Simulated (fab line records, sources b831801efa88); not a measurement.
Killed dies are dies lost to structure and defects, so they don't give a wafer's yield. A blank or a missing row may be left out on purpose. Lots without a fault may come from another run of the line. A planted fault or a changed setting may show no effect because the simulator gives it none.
Chamber matching | flow sky130 | SKY_METAL3_ETCH_17 on rie_diel-01: 4 sister chambers
The step etches SiO2 in C4F8/O2/Ar, stops on TiN, time 3.9 s, target depth 15 nm. 14 wafers are shown with their chamber, then 7 later ones without.

WAFERS WITH THEIR CHAMBER
wafer  | chamber | oes_product_au (a.u.)
L084.1 | 1       | 0.761
L084.2 | 3       | 0.756
L084.3 | 2       | 0.755
L084.4 | 3       | 0.757
L084.5 | 1       | 0.766
L084.6 | 2       | 0.748
L085.1 | 2       | 0.741
L085.2 | 1       | 0.751
L085.4 | 3       | 0.746
L086.2 | 1       | 0.760
L086.4 | 0       | 0.757
L086.5 | 2       | 0.750
L087.1 | 3       | 0.757
L087.3 | 2       | 0.747

SIGNATURES (means of the wafers above)
reading        | chamber 0 | chamber 1 | chamber 2 | chamber 3 | scatter within a chamber
oes_product_au | 0.75700   | 0.75950   | 0.74820   | 0.75400   | 0.00553
Rule: a wafer's distance from a chamber is the root of the sum, over the readings, of the square of ((its reading less the chamber's mean) divided by the reading's scatter). The wafer belongs to the nearest chamber; if the next one is less than 2 further off, it can't be placed. The scatter: the root of (the sum of the squares of (reading less its chamber's mean) over the shown wafers, divided by (wafers less chambers)).

WAFERS WITHOUT THEIR CHAMBER
wafer  | oes_product_au (a.u.)
L087.4 | 0.760
L089.1 | 0.742
L089.2 | 0.746
L089.5 | 0.762
L091.1 | 0.754
L091.3 | 0.762
L091.6 | 0.758

WHICH CHAMBER EACH WENT THROUGH
wafer  | from the rows above               | in truth
L087.4 | can't be placed: 1 or 0 or 3      | 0
L089.1 | can't be placed: 2 or 3 or 0      | 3
L089.2 | can't be placed: 2 or 3 or 0      | 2
L089.5 | can't be placed: 1 or 0 or 3      | 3
L091.1 | can't be placed: 3 or 0 or 1 or 2 | 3
L091.3 | can't be placed: 1 or 0 or 3      | 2
L091.6 | can't be placed: 0 or 1 or 3 or 2 | 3
Placed correctly: 0 of 7. Can't be placed from these rows: 7 (the true chamber is among the candidates in 6). Placed wrongly: 0.
